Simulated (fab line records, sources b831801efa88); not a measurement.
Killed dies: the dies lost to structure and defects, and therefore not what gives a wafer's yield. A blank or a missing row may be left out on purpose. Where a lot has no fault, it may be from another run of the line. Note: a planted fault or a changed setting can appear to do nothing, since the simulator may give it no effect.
The tool behind it: which one? ; flow sky130 ; 24 lots with 72 wafers sampled at 4 steps, on a route of 708 steps

== WHAT THE GAUGES READ, wafer by wafer ==
SKY_CAP2M_OVL_MEAS_12.
lot;measured;on;CAP2M_OVL (nm)
L074;day 40 13:02;overlay-01;-2.5 -1.4 0.1
L075;day 40 22:07;overlay-02;-2.1 -1.8 -0.5
L076;day 41 03:39;overlay-02;-0.9 -1.3 0.5
L078;day 41 12:04;overlay-02;0.2 0.3 0.4
L077;day 41 14:56;overlay-02;-2.4 -2.5 -1.5
L079;day 42 01:05;overlay-02;-0.9 0.6 -1.7
L080;day 42 12:51;overlay-02;-2.3 -1.1 -1.9
L081;day 42 18:03;overlay-02;-0.8 -0.4 -1.3
L083;day 43 05:40;overlay-01;0.1 -1.5 0.2
L082;day 43 06:37;overlay-01;-1.4 0.4 -1.7
L085;day 43 17:28;overlay-02;-1.4 -0.9 -1.8
L084;day 43 20:10;overlay-02;-0.6 0.2 0.4
L086;day 43 22:07;overlay-02;0.5 -0.4 -0.2
L087;day 44 07:57;overlay-02;-0.7 0.6 -1.7
L088;day 44 17:32;overlay-01;-4.4 -3.6 -4.4
L089;day 45 02:14;overlay-01;-0.2 -2.5 -0.8
L090;day 45 03:20;overlay-01;-0.7 -1.4 -1.7
L091;day 45 07:56;overlay-01;-2.6 -2.5 0.0
L092;day 45 16:33;overlay-02;0.6 -0.3 -1.9
L093;day 46 01:49;overlay-02;-1.1 1.2 1.1
L094;day 46 07:35;overlay-01;-2.4 -1.9 -2.8
L095;day 46 09:58;overlay-01;2.4 0.4 0.5
L096;day 46 13:52;overlay-02;-1.8 -1.8 -1.6
L097;day 46 15:18;overlay-02;-1.7 -2.0 -2.4

SKY_VIA4_BOW_MEAS_03.
lot;measured;on;VIA4_BOW (um)
L074;day 41 14:51;film metro-03;81 93 75
L075;day 42 00:39;film metro-04;78 74 79
L076;day 42 05:47;film metro-02;81 86 76
L078;day 42 13:44;film metro-04;74 71 81
L077;day 42 17:02;film metro-02;79 73 75
L079;day 43 03:17;film metro-03;79 83 84
L080;day 43 14:46;film metro-02;89 76 99
L081;day 43 19:44;film metro-04;93 87 100
L083;day 44 06:17;film metro-02;75 71 61
L082;day 44 07:13;film metro-02;87 94 77
L085;day 44 18:33;film metro-04;67 71 80
L084;day 44 21:21;film metro-02;71 79 61
L086;day 44 22:17;film metro-03;61 70 74
L087;day 45 08:24;film metro-02;78 88 82
L088;day 45 17:27;film metro-02;82 85 80
L089;day 46 01:56;film metro-02;81 85 81
L090;day 46 03:03;film metro-02;89 99 90
L091;day 46 07:08;film metro-02;68 81 70
L092;day 46 15:26;film metro-02;80 87 81
L093;day 47 00:40;film metro-03;80 82 82
L094;day 47 05:26;film metro-03;77 88 86
L095;day 47 08:22;film metro-02;75 94 78
L096;day 47 11:46;film metro-04;63 81 76
L097;day 47 13:22;film metro-04;80 87 81

== WHAT TOOL EACH LOT RAN ON (gives the tool, then ch and the chambers of the sampled wafers, and finally the start) ==
lot;SKY_CAPM_SPUTTER_02;SKY_METAL4_METAL_ETCH_18
L074;pvd sputter-03, day 36 04:04;rie metal-01 ch 0,1, day 41 13:32
L075;pvd sputter-03, day 36 13:02;rie metal-01 ch 0,1, day 41 23:21
L076;pvd sputter-04, day 36 20:26;rie metal-01 ch 0,1, day 42 04:25
L078;pvd sputter-02, day 37 05:20;rie metal-03 ch 0,1, day 42 12:16
L077;pvd sputter-02, day 37 06:43;rie metal-03 ch 0,1, day 42 15:43
L079;pvd sputter-03, day 37 17:45;rie metal-04 ch 0,1, day 43 01:58
L080;pvd sputter-02, day 38 05:01;rie metal-03 ch 0,1, day 43 13:24
L081;pvd sputter-04, day 38 12:56;rie metal-04 ch 0,1, day 43 18:19
L083;pvd sputter-02, day 39 01:13;rie metal-01 ch 1, day 44 04:48
L082;pvd sputter-03, day 39 03:02;rie metal-03 ch 0,1, day 44 05:55
L085;pvd sputter-04, day 39 13:52;rie metal-03 ch 0,1, day 44 17:11
L084;pvd sputter-02, day 39 17:59;rie metal-03 ch 0,1, day 44 20:02
L086;pvd sputter-03, day 39 21:12;rie metal-03 ch 0, day 44 20:56
L087;pvd sputter-04, day 40 08:14;rie metal-01 ch 0,1, day 45 07:06
L088;pvd sputter-03, day 40 17:43;rie metal-04 ch 0,1, day 45 16:07
L089;pvd sputter-04, day 41 01:47;rie metal-03 ch 0,1, day 46 00:33
L090;pvd sputter-03, day 41 05:40;rie metal-03 ch 0,1, day 46 01:40
L091;pvd sputter-03, day 41 08:59;rie metal-03 ch 1, day 46 05:28
L092;pvd sputter-04, day 41 18:46;rie metal-04 ch 0,1, day 46 13:46
L093;pvd sputter-02, day 42 06:20;rie metal-01 ch 1, day 46 22:52
L094;pvd sputter-04, day 42 11:36;rie metal-01 ch 0,1, day 47 04:06
L095;pvd sputter-02, day 42 13:39;rie metal-01 ch 0,1, day 47 07:04
L096;pvd sputter-03, day 42 19:22;rie metal-03 ch 0,1, day 47 10:29
L097;pvd sputter-02, day 42 20:58;rie metal-01 ch 0,1, day 47 12:04
- SKY_CAPM_SPUTTER_02: material TiN, target thk 200 nm, time 166.7 s.
- SKY_METAL4_METAL_ETCH_18: etches the open film in Cl2/BCl3, stops on SiO2, target depth 845 nm, time 183.1 s.

== AS READ BY THE TOOLS THEMSELVES (means over the sampled wafers that have a number; for cases with no such wafer, the mark the record gives instead) ==
SKY_CAPM_SPUTTER_02.
lot;tool;throttle valve pct (%)
L074;pvd sputter-03;29.5
L075;pvd sputter-03;29.5
L076;pvd sputter-04;29.2
L078;pvd sputter-02;30.1
L077;pvd sputter-02;29.6
L079;pvd sputter-03;29.5
L080;pvd sputter-02;30.4
L081;pvd sputter-04;28.5
L083;pvd sputter-02;30.2
L082;pvd sputter-03;29.9
L085;pvd sputter-04;30.2
L084;pvd sputter-02;29.9
L086;pvd sputter-03;29.8
L087;pvd sputter-04;28.4
L088;pvd sputter-03;29.7
L089;pvd sputter-04;29.8
L090;pvd sputter-03;29.6
L091;pvd sputter-03;29.6
L092;pvd sputter-04;28.4
L093;pvd sputter-02;30.1
L094;pvd sputter-04;28.4
L095;pvd sputter-02;29.7
L096;pvd sputter-03;29.7
L097;pvd sputter-02;29.8

SKY_METAL4_METAL_ETCH_18.
lot;tool;drypump motor current A (A);oes product au (a.u.);rf fwd power W (W);throttle valve pct (%)
L074;rie metal-01;5.4;0.866;895.9;22.268
L075;rie metal-01;5.4;0.862;894.3;22.260
L076;rie metal-01;5.2;0.855;893.2;22.265
L078;rie metal-03;5.5;0.869;896.4;22.262
L077;rie metal-03;5.5;0.867;900.0;22.270
L079;rie metal-04;6.1;0.865;897.9;22.270
L080;rie metal-03;5.5;0.865;901.0;22.258
L081;rie metal-04;5.9;0.864;897.6;22.262
L083;rie metal-01;5.0;0.866;898.7;22.263
L082;rie metal-03;5.5;0.871;898.0;22.264
L085;rie metal-03;5.5;0.867;893.8;22.264
L084;rie metal-03;5.3;0.868;899.2;22.261
L086;rie metal-03;5.7;0.870;896.7;22.262
L087;rie metal-01;5.3;0.869;898.6;22.268
L088;rie metal-04;5.9;0.859;893.9;22.264
L089;rie metal-03;5.3;0.868;897.7;22.273
L090;rie metal-03;5.3;0.869;897.5;22.267
L091;rie metal-03;5.2;0.865;894.5;22.264
L092;rie metal-04;6.1;0.863;894.7;22.262
L093;rie metal-01;5.0;0.859;898.6;22.261
L094;rie metal-01;5.2;0.866;898.3;22.268
L095;rie metal-01;5.2;0.872;893.5;22.270
L096;rie metal-03;5.3;0.869;898.5;22.277
L097;rie metal-01;5.2;0.861;893.2;22.269

== THE ANSWER, worked out from the rows above alone ==
Rule: the lots themselves supply what counts as usual. The widest of any qualifying gaps counts: lots, ordered by their means at a reading, are off when they make up no more than a third of the lots, leave a main group of 4 or more, and stand apart from it by 3 or more times the standard deviation of that group's means. If all means in a main group match to the digits the tables above print for the reading, that group is not used. Also off: a lot with no number at a reading for which 4 or more lots have one. The other lots that the step has rows for count as sound. Order of review: gauges by route order, followed by the tools' own readings, for which a lot's mean as printed above is used. The first step at which some lot is off is used, and at that step the reading that is off furthest; a lot without a number counts as furthest.
No lot is off at any reading shown: from this, nothing can be told.

== WHAT THE SIMULATOR HAD INSERTED ==
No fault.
